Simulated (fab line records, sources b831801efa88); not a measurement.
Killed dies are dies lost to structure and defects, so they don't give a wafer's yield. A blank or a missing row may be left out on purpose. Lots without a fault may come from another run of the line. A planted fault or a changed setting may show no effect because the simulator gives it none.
Which tool did it? | flow gf180mcu | 7 lots, 21 wafers sampled, at 2 steps of a route of 602

WHAT THE GAUGES READ, wafer by wafer
GF_MVPSD_TW_MEAS_11.
lot  | measured     | on            | MVPSD_TW
L887 | day 5 08:37  | film_metro-04 | 555.8 553.3 554.6
L890 | day 6 02:26  | film_metro-03 | 561.2 557.8 555.5
L896 | day 7 13:53  | film_metro-04 | 703.7 703.4 703.9
L900 | day 8 15:50  | film_metro-03 | 558.4 557.4 555.9
L905 | day 9 17:38  | film_metro-03 | 555.6 553.5 556.3
L907 | day 10 04:35 | film_metro-01 | 553.6 553.5 555.4
L909 | day 10 17:07 | film_metro-03 | 560.9 552.4 555.7

WHICH TOOL RAN EACH LOT (tool, then ch and the chambers of the sampled wafers, then the start)
lot  | GF_MVPSD_IMPLANT_09
L887 | implanter-03 ch 0, day 5 08:23
L890 | implanter-02 ch 0, day 6 02:02
L896 | implanter-02 ch 0, day 7 13:38
L900 | implanter-03 ch 0, day 8 15:35
L905 | implanter-03 ch 0, day 9 17:24
L907 | implanter-01 ch 0, day 10 04:20
L909 | implanter-03 ch 0, day 10 16:52
- GF_MVPSD_IMPLANT_09

THE ANSWER, worked out from the rows above alone
Rule: what is usual is taken from the lots themselves. Put in order of their means at a reading, lots are off if they are a third of the lots or fewer, leave a main group of 4 or more, and stand apart from it by a gap of 3 or more times the standard deviation of the main group's means; of several such gaps the widest counts. A main group whose means are all the same, to the digits that the tables above print for the reading, isn't used. A lot without any number at a reading at which 4 lots or more have one is off too. The other lots that the step has rows for count as sound.
Off: L896, at GF_MVPSD_TW_MEAS_11 (MVPSD_TW). The main group: mean 555.9, standard deviation 1.4.
A tool fits if, at a process step before that reading, it ran every lot that is off, and no sound lot after the first of them. The gauges at GF_MVPSD_TW_MEAS_11 are tried like those tools. Can't be told from this: 2 tools fit, implanter-02 at GF_MVPSD_IMPLANT_09, film_metro-04 at GF_MVPSD_TW_MEAS_11.

WHAT THE SIMULATOR HAD PUT IN
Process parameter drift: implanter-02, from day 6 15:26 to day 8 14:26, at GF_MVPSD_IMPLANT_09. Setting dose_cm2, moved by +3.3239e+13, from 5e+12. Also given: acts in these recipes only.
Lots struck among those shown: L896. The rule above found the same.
